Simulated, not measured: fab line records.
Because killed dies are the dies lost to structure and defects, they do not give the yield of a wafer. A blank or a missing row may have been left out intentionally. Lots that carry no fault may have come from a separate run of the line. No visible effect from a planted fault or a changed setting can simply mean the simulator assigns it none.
Chamber matching :: flow gf180mcu :: 4 sister chambers for GF_V4_CMP_04 on cmp-02
The step polishes SiO2. 4 wafers are shown with their chamber, then 9 later ones without.

WAFERS PAIRED WITH THEIR CHAMBERS
wafer: L348.4
chamber: 0
motor current A (A): 13.7

wafer: L351.1
chamber: 1
motor current A (A): 12.4

wafer: L351.2
chamber: 3
motor current A (A): 13.1

wafer: L351.5
chamber: 2
motor current A (A): 12.6

WAFERS WITHOUT THEIR CHAMBER
wafer: L352.1
motor current A (A): 12.8

wafer: L352.2
motor current A (A): 12.6

wafer: L352.6
motor current A (A): 11.5

wafer: L354.1
motor current A (A): 13.3

wafer: L354.2
motor current A (A): 12.3

wafer: L354.3
motor current A (A): 11.8

wafer: L361.1
motor current A (A): 12.9

wafer: L361.2
motor current A (A): 14.2

wafer: L361.4
motor current A (A): 12.6

THE CHAMBER EACH PASSED THROUGH
wafer: L352.1
from the rows above: can't be placed: 2 or 3 or 1 or 0
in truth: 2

wafer: L352.2
from the rows above: can't be placed: 2 or 1 or 3
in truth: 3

wafer: L352.6
from the rows above: can't be placed: 1 or 2 or 3
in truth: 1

wafer: L354.1
from the rows above: can't be placed: 3 or 0 or 2 or 1
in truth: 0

wafer: L354.2
from the rows above: can't be placed: 1 or 2 or 3
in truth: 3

wafer: L354.3
from the rows above: can't be placed: 1 or 2 or 3
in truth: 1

wafer: L361.1
from the rows above: can't be placed: 3 or 2 or 1 or 0
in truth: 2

wafer: L361.2
from the rows above: can't be placed: 0 or 3
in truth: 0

wafer: L361.4
from the rows above: can't be placed: 2 or 1 or 3
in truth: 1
Correct placement for 0 of the 9. From these rows, 9 cannot be placed; in 9 the true chamber is one of the candidates. Number placed wrongly: 0.
How it was worked out, from the rows above alone: a wafer's distance from a chamber is the root of the sum, over the readings, of the square of ((its reading less the chamber's mean) divided by the reading's scatter). If the next closest chamber is less than 2 further off than the closest, the wafer can't be placed; otherwise it belongs to the closest. A chamber's mean is the mean of its shown wafers. The scatter: with one shown wafer a chamber, the root of the mean of the squares of how far each hidden wafer lies from its nearest shown one.
